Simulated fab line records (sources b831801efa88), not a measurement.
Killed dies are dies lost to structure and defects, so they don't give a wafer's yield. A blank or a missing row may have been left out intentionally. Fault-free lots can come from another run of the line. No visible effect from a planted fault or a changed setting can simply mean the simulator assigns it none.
Split-lot study | flow sky130 | route with 708 steps; 5 lots, 23 wafers read

== ON THE SPLIT ==
At SKY_METAL5_SPUTTER_04 (material TiN, target thk 70 nm, time 58.3 s), the setting time-s was moved away from the recipe's 58.3 s on 7 of the 23 wafers read, by -14.2% to -7.7%. This setting was run at the recipe's value on the other wafers.

The split's own step is where the reading is taken.

== THE READING ==
TiN_of_METAL5_SPUTTER_04.thk-nm (the simulator's own value, which no gauge read), in nm, at SKY_METAL5_SPUTTER_04 (material TiN, target thk 70 nm, time 58.3 s). The file gives no usual value for it. Average 69.92 nm, standard deviation 1.1 nm, over the 16 wafers here run with the recipe.

wafer  | tool, chamber at the split | time-s as run, s | against the recipe | TiN_of_METAL5_SPUTTER_04.thk-nm, nm | against lot-mates on the recipe
L074.1 | pvd-sputter-02, -          | 53.81            | -7.7%              | 65.1                                | -4.88
L074.2 | pvd-sputter-02, -          | 58.3             | recipe             | 70.26                               | -
L074.3 | pvd-sputter-02, -          | 53.81            | -7.7%              | 64.83                               | -5.15
L074.4 | pvd-sputter-02, -          | 58.3             | recipe             | 69.33                               | -
L074.6 | pvd-sputter-02, -          | 58.3             | recipe             | 70.35                               | -
L077.1 | pvd-sputter-02, -          | 58.3             | recipe             | 71.13                               | -
L077.2 | pvd-sputter-02, -          | 58.3             | recipe             | 71.71                               | -
L077.3 | pvd-sputter-02, -          | 58.3             | recipe             | 71.24                               | -
L077.4 | pvd-sputter-02, -          | 58.3             | recipe             | 70.21                               | -
L077.5 | pvd-sputter-02, -          | 58.3             | recipe             | 70.44                               | -
L079.1 | pvd-sputter-01, -          | 58.3             | recipe             | 69.98                               | -
L079.4 | pvd-sputter-01, -          | 58.3             | recipe             | 68.26                               | -
L079.5 | pvd-sputter-01, -          | 58.3             | recipe             | 67.86                               | -
L080.1 | pvd-sputter-03, -          | 58.3             | recipe             | 68.97                               | -
L080.2 | pvd-sputter-03, -          | 50.05            | -14.2%             | 60.02                               | -9.04
L080.4 | pvd-sputter-03, -          | 50.05            | -14.2%             | 59.89                               | -9.17
L080.5 | pvd-sputter-03, -          | 58.3             | recipe             | 69.22                               | -
L080.6 | pvd-sputter-03, -          | 58.3             | recipe             | 68.99                               | -
L085.1 | pvd-sputter-02, -          | 58.3             | recipe             | 69.76                               | -
L085.2 | pvd-sputter-02, -          | 52.63            | -9.7%              | 63.02                               | -7.38
L085.3 | pvd-sputter-02, -          | 58.3             | recipe             | 71.05                               | -
L085.4 | pvd-sputter-02, -          | 52.63            | -9.7%              | 63.22                               | -7.19
L085.6 | pvd-sputter-02, -          | 52.63            | -9.7%              | 63.1                                | -7.30

FIT RESULTS
A straight line over all 23 wafers: TiN_of_METAL5_SPUTTER_04.thk-nm changes by +0.696 nm for each +1% of time-s; r = +0.97; the points scatter about the line by 0.94 nm.
The same after taking each lot's own level away (the mean of its wafers on the recipe; 23 wafers): +0.68 nm for each +1%; r = +0.99; scatter 0.6 nm.
According to that fit, moving time-s by its largest amount changes the reading by 9.6 nm.
From 68.700 to 70.946 nm: that is the span of the lots' own levels, equal to 2.1 times the standard deviation above.
Consequently the slope shifts little with the lot-to-lot level, the two slopes agreeing.
Check: for one of the wafers moved furthest among these (-14.2%), held out of the fit, the line's prediction against its lot-mates is -9.85 nm. Against them it came out at -9.04 nm.

== THE OTHER SPLITS THESE WAFERS WENT THROUGH ==
Note: prior to the reading, these wafers also went through further splits. Each is held against what the fit with the lots' levels taken away leaves over:
other split on the same wafers     | wafers away from the commonest value | r with TiN_of_METAL5_SPUTTER_04.thk-nm (lot level and that fit taken away)
SKY_CAP2M_SPUTTER_02 time-s        | 10                                   | +0.19
SKY_CAP2M_EXPOSE_09 dose-mj        | 4                                    | -0.07
SKY_VIA4_CMP_02 leave-above-ref-nm | 7                                    | +0.08
SKY_VIA4_ETCH_12 source-w          | 8                                    | -0.14

== THE FILE'S OWN FIT ==
TiN_of_METAL5_SPUTTER_04.thk-nm changes by +0.673 nm for each +1% of time-s, r = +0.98.
